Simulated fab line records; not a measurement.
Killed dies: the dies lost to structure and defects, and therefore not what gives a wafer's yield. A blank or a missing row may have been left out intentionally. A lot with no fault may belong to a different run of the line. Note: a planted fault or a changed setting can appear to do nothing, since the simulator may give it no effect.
Chamber matching    flow gf180mcu    4 sister chambers for GF_V1_ETCH_16 on rieDiel-02
The step etches BARC in N2/H2. 16 wafers are shown with their chamber, then 8 later ones without.

== WAFERS PAIRED WITH THEIR CHAMBERS ==
wafer   chamber  drypumpMotorCurrentA (A)  oesProductAu (a.u.)  throttleValvePct (%)
L075.2  1        5.7                       0.851                13.218
L075.3  2        5.2                       0.853                13.217
L075.6  1        5.7                       0.857                13.226
L086.1  0        5.8                       0.851                13.224
L086.4  3        4.8                       0.858                13.213
L086.5  0        5.8                       0.853                13.225
L089.3  0        5.8                       0.844                13.222
L089.4  2        5.3                       0.859                13.225
L089.5  1        5.8                       0.855                13.218
L091.2  3        4.8                       0.859                13.222
L091.5  3        4.9                       0.850                13.225
L091.6  2        5.2                       0.849                13.233
L092.2  0        5.8                       0.848                13.217
L092.5  0        5.8                       0.847                13.219
L092.6  3        4.8                       0.859                13.221
L096.1  0        5.8                       0.854                13.229

SIGNATURES, as means of the wafers listed above
reading               chamber 0  chamber 1  chamber 2  chamber 3  scatter within a chamber
drypumpMotorCurrentA  5.800      5.733      5.233      4.825      0.0417
oesProductAu          0.84950    0.85433    0.85367    0.85650    0.00408
throttleValvePct      13.22267   13.22067   13.22500   13.22025   0.00534
Rule: for a wafer and a chamber, the distance is found by dividing, reading by reading, the gap between the wafer's reading and the chamber's mean by the reading's scatter, squaring, summing and taking the root. The wafer belongs to the nearest chamber; if the next one is less than 2 further off, it can't be placed. The scatter: take each reading less its chamber's mean, square it, sum over the shown wafers, divide by the number of wafers less the number of chambers, and take the root.

== WAFERS WITHOUT THEIR CHAMBER ==
wafer   drypumpMotorCurrentA (A)  oesProductAu (a.u.)  throttleValvePct (%)
L096.2  4.8                       0.856                13.220
L096.3  5.3                       0.855                13.236
L096.4  5.7                       0.845                13.216
L096.5  4.8                       0.850                13.232
L096.6  5.8                       0.852                13.215
L097.1  4.8                       0.849                13.226
L097.2  5.2                       0.856                13.232
L097.5  5.7                       0.856                13.227

== EACH ONE'S CHAMBER ==
wafer   from the rows above      in truth
L096.2  3                        3
L096.3  2                        2
L096.4  can't be placed: 1 or 0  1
L096.5  3                        3
L096.6  can't be placed: 0 or 1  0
L097.1  3                        3
L097.2  2                        2
L097.5  can't be placed: 1 or 0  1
Placed correctly: 5 of 8. From these rows, 3 cannot be placed; in 3 the true chamber is one of the candidates. 0 placed wrongly.
